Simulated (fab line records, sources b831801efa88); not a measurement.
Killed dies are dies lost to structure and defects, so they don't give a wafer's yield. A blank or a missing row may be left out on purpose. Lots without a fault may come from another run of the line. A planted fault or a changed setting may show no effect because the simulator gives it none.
fab line records | flow sky130
record lots=6 wafers=18 last_day=50
route steps=708 shown METAL1@441
lots that met no fault: from a run of the same line without faults
start_h: hours from the record's first day to the start of the lot's first wafer shown | wait_h: hours since the lot's step before | " the same as in the row above | L1.1+2: a row that stands for several wafers | - no value, or no start given | * or withheld: withheld | < > ~ a bound
route shown NAME@n: a module of which the file shows steps, and the number in the route of the first | usual: mean/standard deviation of fault-free wafers | same: alike in all rows | chamber/n: place in a boat | sites: the reading at each site | _std_site: their standard deviation | _edge_site: outer sites' mean less inner sites' | radius_mm: how far each site lies from the wafer's centre | mask NAME#n: copy n | behind: the tool/chamber that last shaped the wafer | hold: why the lot was held/for how many hours/how that ended | device: the transistor (n, p or np) that didn't switch | end of line: the same wafers' tests at the end of the route | a step without rows: its recipe alone | killed: dies lost to structure and defects at the first sort, not the wafer's yield | map: a wafer's dies, x killed, . not, _ none there
set.NAME: the setting as run; set.NAME@STEP: as run at that earlier step | model.NAME: the simulator's own value behind a step, which no gauge read
lots at some steps of the route; a table a step, a row a wafer
services: from which hour (start_h, from the record's first day; less than 0 if before it) a tool's chamber was out of use, for how many hours, and why
## steps
# step SKY_METAL1_DEHYDRATE_07
# recipe temp_c=200 time_s=60
# step SKY_METAL1_HMDS_08
# recipe prime_time_s=60 prime_temp_c=120
# step SKY_METAL1_COAT_09
# recipe resist=BARC temp_c=withheld time_s=withheld spin_rpm=3000 resist_thk_nm=60
# step SKY_METAL1_COAT_10
# recipe resist=KrF-thick spin_rpm=3000 resist_thk_nm=450
# step SKY_METAL1_SOFTBAKE_11
# recipe temp_c=100 time_s=90 resist=KrF-thick
# step SKY_METAL1_EXPOSE_12
# recipe mask_id=MM1 na=0.8 source_shape=annular sigma_inner=0.55 sigma_outer=0.85 target_cd_nm=140 dose_mj=28
# step SKY_METAL1_PEB_13
# recipe peb_temp_c=withheld peb_time_s=withheld resist=KrF-thick
# step SKY_METAL1_DEVELOP_14
# recipe develop_time_s=60 resist=KrF-thick dev_temp_c=21
# step SKY_METAL1_CD_MEAS_15
# recipe target_cd_nm=140
# usual cd_nm=139.8/1.6
# columns lot.wafer tool chamber start_h wait_h cd_nm
L559.2 cd_sem-02 - 758.01 - 138.6
L559.3 " - " " 139.7
L559.4 " - " " 139.2
L569.2 cd_sem-02 - 842.66 - 139.6
L569.3 " - " " 140.7
L569.5 " - " " 139.8
L570.2 cd_sem-01 - 854.66 - 140.2
L570.4 " - " " 140.2
L570.6 " - " " 141.9
L572.1 cd_sem-02 - 867.39 - 141.0
L572.2 " - " " 140.5
L572.5 " - " " 140.4
L578.2 cd_sem-01 - 910.12 - 139.9
L578.4 " - " " 138.9
L578.5 " - " " 138.7
L582.1 cd_sem-02 - 936.45 - 139.2
L582.3 " - " " 139.4
L582.5 " - " " 138.7
# step SKY_METAL1_OVL_MEAS_16
# usual METAL1_OVL=1/5.1
# columns lot.wafer tool chamber start_h wait_h METAL1_OVL[nm]
L559.2 overlay-02 - 758.12 0.1 -3
L559.3 " - " " -3
L559.4 " - " " -3
L569.2 overlay-02 - 842.77 0.1 3
L569.3 " - " " 8
L569.5 " - " " 5
L570.2 overlay-01 - 854.77 0.1 -4
L570.4 " - " " -11
L570.6 " - " " -2
L572.1 overlay-01 - 867.51 0.1 -1
L572.2 " - " " 2
L572.5 " - " " 3
L578.2 overlay-01 - 910.23 0.1 -1
L578.4 " - " " -2
L578.5 " - " " -6
L582.1 overlay-02 - 936.57 0.1 1
L582.3 " - " " 2
L582.5 " - " " 0
# step SKY_METAL1_DESCUM_17
# recipe chemistry=O2 source_power_w=150 bias_power_w=0 pressure_mtorr=10 temp_c=40 time_s=8
# usual drypump_motor_current_A=5.6/0.55 oes_product_au=0.999/0.0078
# same bias_power_w=0
# columns lot.wafer tool chamber start_h wait_h drypump_motor_current_A oes_product_au rf_hours_counter_h
L559.2 rie_metal-03 0 758.15 0.0 5.9 1.004 3
L559.3 " 0 " " 5.9 0.996 -
L559.4 " 1 " " 4.8 0.982 -
L569.2 rie_metal-03 0 842.80 0.0 5.9 1.005 6
L569.3 " 0 " " 5.9 1.012 -
L569.5 " 1 " " 4.8 0.991 -
L570.2 rie_metal-03 0 854.81 0.0 5.9 1.007 -
L570.4 " 0 " " 5.9 1.005 -
L570.6 " 0 " " 5.9 1.008 -
L572.1 rie_metal-03 0 867.55 0.0 5.9 1.009 7
L572.2 " 0 " " 5.9 1.009 -
L572.5 " 0 " " 5.9 1.003 -
L578.2 rie_metal-01 1 910.26 0.0 4.7 1.002 0
L578.4 " 0 " " 6.2 0.989 -
L578.5 " 0 " " 6.2 0.996 -
L582.1 rie_metal-03 1 936.61 0.0 4.8 1.000 2
L582.3 " 0 " " 5.9 1.005 -
L582.5 " 0 " " 5.9 1.002 -
# step SKY_METAL1_ETCH_18
# recipe chemistry=N2/H2 target=BARC ion_energy_ev=200 bias_w=100 pressure_mtorr=30 n2_flow_sccm=100 h2_flow_sccm=200 icp_w=500 stop_on=SiO2 time_s=45.9 target_depth_a=600
# usual drypump_motor_current_A=5.6/0.55 oes_product_au=0.854/0.0054 throttle_valve_pct=13.226/0.0087
# columns lot.wafer tool chamber start_h wait_h drypump_motor_current_A oes_product_au rf_hours_counter_h throttle_valve_pct
L559.2 rie_metal-03 0 758.18 0.0 5.9 0.851 3 13.239
L559.3 " 0 " " 5.9 0.853 - 13.230
L559.4 " 1 " " 4.8 0.857 - 13.220
L569.2 rie_metal-03 0 842.83 0.0 5.9 0.860 6 13.213
L569.3 " 0 " " 5.9 0.862 - 13.225
L569.5 " 1 " " 4.8 0.865 - 13.223
L570.2 rie_metal-03 0 854.88 0.1 5.9 0.857 - 13.215
L570.4 " 0 " " 5.9 0.862 - 13.239
L570.6 " 0 " " 5.9 0.855 - 13.216
L572.1 rie_metal-03 0 867.61 0.1 5.9 0.856 7 13.222
L572.2 " 0 " " 5.9 0.855 - 13.216
L572.5 " 0 " " 5.9 0.859 - 13.238
L578.2 rie_metal-01 1 910.29 0.0 4.7 0.850 0 13.229
L578.4 " 0 " " 6.3 0.852 - 13.239
L578.5 " 0 " " 6.3 0.845 - 13.216
L582.1 rie_metal-03 1 936.64 0.0 4.8 0.842 2 13.221
L582.3 " 0 " " 5.9 0.835 - 13.241
L582.5 " 0 " " 5.9 0.849 - 13.222
# step SKY_METAL1_METAL_ETCH_19
# recipe target_depth_a=3600 stop_on=SiO2 over_etch_frac=0.3 time_s=78 chemistry=Cl2/BCl3 resist_sidewall_deg=88 pressure_mtorr=10 icp_w=900 bias_w=48.5 Cl2_flow_sccm=60 bcl3_flow_sccm=30
# usual drypump_motor_current_A=5.6/0.54 oes_product_au=0.855/0.0066 over_etch_frac=0.3/0 throttle_valve_pct=22.265/0.0087
# columns lot.wafer tool chamber start_h wait_h drypump_motor_current_A oes_product_au over_etch_frac rf_hours_counter_h throttle_valve_pct model.KrF-thick_of_METAL1_COAT_10.thk_nm
L559.2 rie_metal-03 0 758.24 0.0 5.9 0.858 0.3 3 22.258 156.1
L559.3 " 0 " " 5.9 0.850 0.3 - 22.246 157.3
L559.4 " 1 " " 4.8 0.849 0.3 - 22.259 159.7
L569.2 rie_metal-03 0 842.89 0.0 5.9 0.848 0.3 6 22.276 159.7
L569.3 " 0 " " 5.9 0.850 0.3 - 22.262 157.7
L569.5 " 1 " " 4.8 0.860 0.3 - 22.258 163.9
L570.2 rie_metal-03 0 855.02 0.1 5.9 0.847 0.33283 - 22.272 151
L570.4 " 0 " " 5.9 0.839 0.33283 - 22.264 154.2
L570.6 " 0 " " 5.9 0.838 0.33283 - 22.262 151.7
L572.1 rie_metal-03 0 867.74 0.1 5.9 0.839 0.33283 7 22.281 149.1
L572.2 " 0 " " 5.9 0.851 0.33283 - 22.282 150.9
L572.5 " 0 " " 5.9 0.852 0.33283 - 22.270 149.7
L578.2 rie_metal-01 1 910.35 0.0 4.7 0.859 0.3 0 22.274 162.2
L578.4 " 0 " " 6.2 0.850 0.3 - 22.262 165.7
L578.5 " 0 " " 6.2 0.850 0.3 - 22.262 166.4
L582.1 rie_metal-03 1 936.70 0.0 4.8 0.860 0.3 2 22.274 157.2
L582.3 " 0 " " 5.9 0.854 0.3 - 22.264 160.4
L582.5 " 0 " " 5.9 0.860 0.3 - 22.269 157.1
# step SKY_METAL1_STRIP_20
# recipe chemistry=O2/N2 power_w=1400 pressure_mtorr=1500 platen_temp_c=withheld o2_flow_sccm=3000 n2_flow_sccm=300 overash_fraction=0.5
# usual drypump_motor_current_A=5.9/0.48 oes_product_au=0.343/0.0047 strip_time_to_endpoint_s=2.71/0.034
# columns lot.wafer tool chamber start_h wait_h drypump_motor_current_A oes_product_au rf_hours_counter_h strip_time_to_endpoint_s
L559.2 plasma_asher-03 0 758.33 0.1 4.9 0.341 2 2.68
L559.3 " 0 " " 4.9 0.337 - 2.69
L559.4 " 1 " " 5.8 0.347 - 2.70
L569.2 plasma_asher-02 0 842.98 0.1 6.1 0.344 40 2.70
L569.3 " 0 " " 6.1 0.345 - 2.69
L569.5 " 0 " " 6.1 0.339 - 2.75
L570.2 plasma_asher-02 0 855.17 0.1 6.1 0.339 41 2.60
L570.4 " 1 " " 5.8 0.333 - 2.65
L570.6 " 0 " " 6.1 0.344 - 2.62
L572.1 plasma_asher-02 0 867.92 0.1 6.1 0.332 42 2.57
L572.2 " 1 " " 5.8 0.341 42 2.61
L572.5 " 0 " " 6.1 0.346 - 2.57
L578.2 plasma_asher-02 0 910.44 0.1 6.1 0.342 46 2.72
L578.4 " 1 " " 5.7 0.347 - 2.77
L578.5 " 0 " " 6.1 0.346 - 2.78
L582.1 plasma_asher-02 1 936.79 0.1 5.8 0.345 48 2.67
L582.3 " 1 " " 5.8 0.348 - 2.72
L582.5 " 0 " " 6.1 0.344 - 2.67
## services
# columns tool chamber start_h hours kind
rie_metal-03 - 738.31 1.4 pm
plasma_asher-03 0 742.75 - clean
plasma_asher-03 1 742.75 - clean
plasma_asher-02 - 758.22 2.8 pm
plasma_asher-03 - 789.07 23.1 repair
plasma_asher-03 - 797.02 1.1 repair
rie_metal-03 1 853.65 - clean
rie_metal-03 1 853.65 23.1 scheduled_down
rie_metal-03 1 853.65 23.1 vent_cycle
rie_metal-01 1 879.07 - clean
rie_metal-01 1 879.07 26.3 scheduled_down
rie_metal-01 1 879.07 26.3 vent_cycle
plasma_asher-02 - 897.78 9.1 repair
## key
first_sign step=SKY_METAL1_METAL_ETCH_19 reading=over_etch_frac direction=up sigmas=99+ usual=0.3 struck=0.33283
effect step=SKY_METAL1_METAL_ETCH_19 reading=oes_product_au direction=down sigmas=1.6 usual=0.855 struck=0.845
model_effect step=SKY_METAL1_METAL_ETCH_19 value=KrF-thick_of_METAL1_COAT_10.thk_nm without=157.1 struck=151.1
met_at SKY_METAL1_METAL_ETCH_19
struck_wafers L570.2,L570.4,L570.6,L572.1,L572.2,L572.5
onset_between 842.89 855.02
fault kind=process_parameter_drift tool=rie_metal-03 chamber=0 onset_h=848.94 steps=SKY_METAL1_METAL_ETCH_19 channel=over_etch_frac offset=0.032833 shape=step end_h=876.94 acts_in=these_recipes_only stated=0.3
